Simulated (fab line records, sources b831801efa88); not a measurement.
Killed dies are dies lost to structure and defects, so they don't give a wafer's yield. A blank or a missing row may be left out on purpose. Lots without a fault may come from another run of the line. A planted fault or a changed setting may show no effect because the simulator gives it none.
Problem report in the 8D (eight disciplines) form, filled by code | flow gf180mcu | the parts of the form that need people (team, actions taken, sign-off) are left out

1. THE PROBLEM
tilt_deg at GF_MVPSD_IMPLANT_09 reads a mean of 13.064 degrees on 6 wafers of 2 lots; wafers without a fault read -0.001 degrees with a standard deviation of 0.019. That is +99 or more standard deviations from the usual mean.
First seen on wafer L311.2, day 8 15:11, on implanter-01. The record holds 42 wafers of 14 lots with a number at this step. Rule for "out", or "out of limits": more than 4 standard deviations from the usual mean. The other wafers with a number count as sound.

2. WHAT IT IS AND WHAT IT IS NOT
question                    | is                     | is not
which readings at this step | tilt_deg               | end_station_pressure_torr
which lots                  | L311, L315             | L295, L298, L299, L300, L301, L303, L304, L305, L307, L309, L310, L314
which wafers of those lots  | all that have a number | -
read on which tools         | implanter-01           | implanter-02, implanter-03
when                        | from day 8 15:11       | up to then (33 sound wafers); but 3 sound wafers of L314 came after

3. SUSPECTS, AND WHAT RULES EACH OUT
Counting: a tool at a process step up to the reading stays a suspect if it ran every lot that is out and no sound lot after the first of them.
- implanter-01 at GF_MVPSD_IMPLANT_09: kept. It ran every lot that is out, first L311 (day 8 15:11), and no sound lot after that; its last sound lot up to then is L307 (day 7 23:49). Its own readings are out on those wafers: tilt_deg.
Left after counting: implanter-01 at GF_MVPSD_IMPLANT_09.

4. THE CAUSE (what the simulator had put in)
Process parameter drift: implanter-01, from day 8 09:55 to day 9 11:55, at GF_MVPSD_IMPLANT_09. Setting tilt_deg, moved by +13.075, from 0. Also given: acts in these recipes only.
Counting left only this tool.

5. THE CHAIN OF EFFECTS, in route order
Each row: a reading whose mean over the struck wafers that have a number lies more than 3 standard deviations from the usual. Only readings for which the record gives a usual standard deviation are gone through. hours: the time from each lot's start at the first step in this table that gives one to its start at this step, as a median over the lots. sigmas: the change in usual standard deviations.
hours | step                | reading  | usual          | on struck wafers | change  | sigmas
0     | GF_MVPSD_IMPLANT_09 | tilt_deg | -0.001 degrees | 13.064           | +13.065 | +99 or more
The process steps in it:
- GF_MVPSD_IMPLANT_09
Readings that are blank on the struck wafers while sound wafers have them: MVPSD_RS at GF_VT_IMPLANT_RS_MEAS_49.
Later measuring or inspecting steps at which every struck wafer that the step has a row for has a number for every such reading, and none has moved that far: GF_HV_LDD_OVL_MEAS_32, GF_HV_LDD_CD_MEAS_46, GF_HV_LDD_OVL_MEAS_47.

6. WHAT WOULD HAVE CAUGHT IT SOONER
In this record the first reading out of limits was taken at day 8 15:11, 5 hours after the fault began at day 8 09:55.
